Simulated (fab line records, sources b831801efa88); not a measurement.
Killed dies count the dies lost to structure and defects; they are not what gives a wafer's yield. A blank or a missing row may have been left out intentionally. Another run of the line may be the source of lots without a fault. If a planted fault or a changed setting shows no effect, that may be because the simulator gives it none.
Comparing a struck lot with a sound one    flow sky130    26 out of 708 route steps
Sound: wafers L532.2, L532.5, L532.6. Wafers L544.3, L544.4, L544.5 were the ones struck. The cause is given at the end.
Order at every step that has rows: each side's tool, ch and its chambers, its first start. Under that, the readings that differ: sound wafers    struck wafers    difference of the means    sigmas: that difference in standard deviations of wafers without a fault.
alike: readings with means less than 2 such deviations apart, plus words and numbers identical on both sides. not compared: withheld readings, readings lacking a value on some wafer, bounds such as >300 that could conceal the same value, and numbers that have no deviation in the record and whose values overlap.
A row with sigmas, a row that says differs or no value, or rows on one side alone: a step with any of these is where the two part. Non-overlapping numbers with no deviation appear without sigmas and do not part them. A reading missing from all wafers of one side parts the sides only when that side holds two or more wafers.

SKY_PWDE_TW_MEAS_10:
  sound on film-metro-04, day 4 00:33; struck on film-metro-01, day 6 21:25
  alike: PWDE_TW
then, 7 steps without rows for these wafers: SKY_NWELL_DEHYDRATE_03 (time 60 s); SKY_NWELL_HMDS_04 (prime time 60 s); SKY_NWELL_COAT_05 (resist thk 3000 nm); SKY_NWELL_SOFTBAKE_06; SKY_NWELL_EXPOSE_07 (exposes mask NWM, target cd 840 nm); SKY_NWELL_PEB_08; SKY_NWELL_DEVELOP_09 (develop time 60 s).
SKY_NWELL_OVL_MEAS_10:
  sound on overlay-02, day 4 17:11; struck on overlay-01, day 7 16:27
  alike: NWELL_00_OVL
then, 3 steps without rows for these wafers: SKY_NWELL_IMPLANT_11; SKY_NWELL_IMPLANT_12; SKY_NWELL_IMPLANT_13.
SKY_NWELL_STRIP_14: strips in O2/N2.
  sound on plasma-asher-04 ch 0,1, day 4 17:40; struck on plasma-asher-01 ch 0,1, day 7 16:58
reading                                  sound              struck             difference                     sigmas
oes-product-au (a.u.)                    0.715 0.723 0.715  0.945 0.940 0.938  +0.223                         +48
strip-time-to-endpoint-s (s)             36.80 36.84 36.75  - - -              no value on the struck wafers  
model.coat_of_NWELL_COAT_05.thk-nm (nm)  0 0 0              1253 1255 1254     +1254                          
  alike: drypump-motor-current-A, o2-flow-sccm
  not compared: rf-hours-counter-h
SKY_NWELL_TW_MEAS_15:
  sound on film-metro-03, day 4 17:47; struck on film-metro-04, day 7 17:02
reading   sound           struck          difference  sigmas
NWELL_TW  1811 1811 1806  1840 1847 1851  +37         +3
then, 7 steps without rows for these wafers: SKY_NWELL_DEHYDRATE_16 (time 60 s); SKY_NWELL_HMDS_17 (prime time 60 s); SKY_NWELL_COAT_18 (resist thk 3000 nm); SKY_NWELL_SOFTBAKE_19; SKY_NWELL_EXPOSE_20 (exposes mask NWM COMPLEMENT, target cd 840 nm); SKY_NWELL_PEB_21; SKY_NWELL_DEVELOP_22 (develop time 60 s).
SKY_NWELL_OVL_MEAS_23:
  sound on overlay-02, day 5 10:44; struck on overlay-02, day 8 12:40
  alike: NWELL_01_OVL
next, for these wafers, 1 step has no rows: SKY_NWELL_IMPLANT_24.
SKY_NWELL_STRIP_25: strips in O2/N2.
  sound on plasma-asher-01 ch 0,1, day 5 10:55; struck on plasma-asher-02 ch 0,1, day 8 12:52
reading                       sound              struck             difference  sigmas
drypump-motor-current-A (A)   6.4 6.5 6.3        5.5 4.8 4.9        -1.3        -2
strip-time-to-endpoint-s (s)  36.86 36.97 36.88  55.48 55.42 55.32  +18.50      +99 or more
  alike: o2-flow-sccm, oes-product-au
  not compared: rf-hours-counter-h
SKY_NWELL_TW_MEAS_26:
  sound on film-metro-01, day 5 11:02; struck on film-metro-04, day 8 12:58
reading     sound        struck    difference  sigmas
NWELL_2_TW  501 500 498  30 30 30  -470        -99 or more
then, 1 step without rows for these wafers: SKY_NWELL_CLEAN_27 (cleans in SC1/SC2, time 150 s).

== WHERE THEY PART ==
First at SKY_NWELL_STRIP_14; last, within this record, at SKY_NWELL_TW_MEAS_26.

WHY: what had been put in by the simulator
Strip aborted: plasma-asher-01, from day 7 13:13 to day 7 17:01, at SKY_NWELL_STRIP_14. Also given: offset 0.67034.
